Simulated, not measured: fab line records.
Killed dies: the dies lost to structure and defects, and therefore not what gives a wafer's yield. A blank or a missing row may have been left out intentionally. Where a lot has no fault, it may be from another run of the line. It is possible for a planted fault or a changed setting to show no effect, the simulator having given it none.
Matching of chambers / flow sky130 / SKY_VIA3_CMP_02 on cmp-01 has 4 sister chambers
The step polishes SiO2. 16 wafers are shown with their chamber, then 8 later ones without.

## WAFERS, EACH WITH ITS CHAMBER
wafer=L885.2; chamber=3; motor_current_A (A)=12.3; slurry_filter_dp_kPa (kPa)=13.56
wafer=L885.3; chamber=0; motor_current_A (A)=12.9; slurry_filter_dp_kPa (kPa)=13.28
wafer=L885.5; chamber=0; motor_current_A (A)=12.8; slurry_filter_dp_kPa (kPa)=13.34
wafer=L897.1; chamber=0; motor_current_A (A)=12.9; slurry_filter_dp_kPa (kPa)=13.69
wafer=L897.2; chamber=1; motor_current_A (A)=10.4; slurry_filter_dp_kPa (kPa)=13.52
wafer=L897.6; chamber=0; motor_current_A (A)=12.6; slurry_filter_dp_kPa (kPa)=13.69
wafer=L898.1; chamber=1; motor_current_A (A)=10.5; slurry_filter_dp_kPa (kPa)=13.60
wafer=L898.2; chamber=3; motor_current_A (A)=12.3; slurry_filter_dp_kPa (kPa)=13.64
wafer=L898.6; chamber=0; motor_current_A (A)=13.1; slurry_filter_dp_kPa (kPa)=13.48
wafer=L899.2; chamber=2; motor_current_A (A)=10.5; slurry_filter_dp_kPa (kPa)=13.28
wafer=L899.4; chamber=0; motor_current_A (A)=12.1; slurry_filter_dp_kPa (kPa)=13.65
wafer=L899.5; chamber=0; motor_current_A (A)=12.9; slurry_filter_dp_kPa (kPa)=13.28
wafer=L902.4; chamber=0; motor_current_A (A)=13.3; slurry_filter_dp_kPa (kPa)=13.41
wafer=L902.5; chamber=0; motor_current_A (A)=12.5; slurry_filter_dp_kPa (kPa)=13.56
wafer=L902.6; chamber=3; motor_current_A (A)=12.6; slurry_filter_dp_kPa (kPa)=13.21
wafer=L904.1; chamber=2; motor_current_A (A)=10.8; slurry_filter_dp_kPa (kPa)=13.48

SIGNATURES (averages over the wafers above)
reading=motor_current_A; chamber 0=12.789; chamber 1=10.450; chamber 2=10.650; chamber 3=12.400; scatter within a chamber=0.303
reading=slurry_filter_dp_kPa; chamber 0=13.4867; chamber 1=13.5600; chamber 2=13.3800; chamber 3=13.4700; scatter within a chamber=0.172
Rule: for each reading, subtract the chamber's mean from the wafer's reading, divide by that reading's scatter and square the result; add these up over the readings and take the root, which gives the wafer's distance from the chamber. The wafer belongs to the nearest chamber; if the next one is less than 2 further off, it can't be placed. The scatter: the root of (the sum of the squares of (reading less its chamber's mean) over the shown wafers, divided by (wafers less chambers)).

## WAFERS WITHOUT THEIR CHAMBER
wafer=L904.5; motor_current_A (A)=10.1; slurry_filter_dp_kPa (kPa)=13.61
wafer=L904.6; motor_current_A (A)=12.3; slurry_filter_dp_kPa (kPa)=13.38
wafer=L905.1; motor_current_A (A)=10.6; slurry_filter_dp_kPa (kPa)=13.54
wafer=L905.2; motor_current_A (A)=10.7; slurry_filter_dp_kPa (kPa)=13.50
wafer=L905.3; motor_current_A (A)=12.2; slurry_filter_dp_kPa (kPa)=13.64
wafer=L907.2; motor_current_A (A)=10.7; slurry_filter_dp_kPa (kPa)=13.40
wafer=L907.4; motor_current_A (A)=10.4; slurry_filter_dp_kPa (kPa)=13.49
wafer=L907.6; motor_current_A (A)=12.1; slurry_filter_dp_kPa (kPa)=13.47

## EACH ONE'S CHAMBER
wafer=L904.5; from the rows above=can't be placed: 1 or 2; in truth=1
wafer=L904.6; from the rows above=can't be placed: 3 or 0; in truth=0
wafer=L905.1; from the rows above=can't be placed: 1 or 2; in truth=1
wafer=L905.2; from the rows above=can't be placed: 2 or 1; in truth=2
wafer=L905.3; from the rows above=can't be placed: 3 or 0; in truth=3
wafer=L907.2; from the rows above=can't be placed: 2 or 1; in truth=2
wafer=L907.4; from the rows above=can't be placed: 1 or 2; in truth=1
wafer=L907.6; from the rows above=can't be placed: 3 or 0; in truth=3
Correctly placed: 0 of 8. Can't be placed from these rows: 8 (the true chamber is among the candidates in 8). 0 placed wrongly.
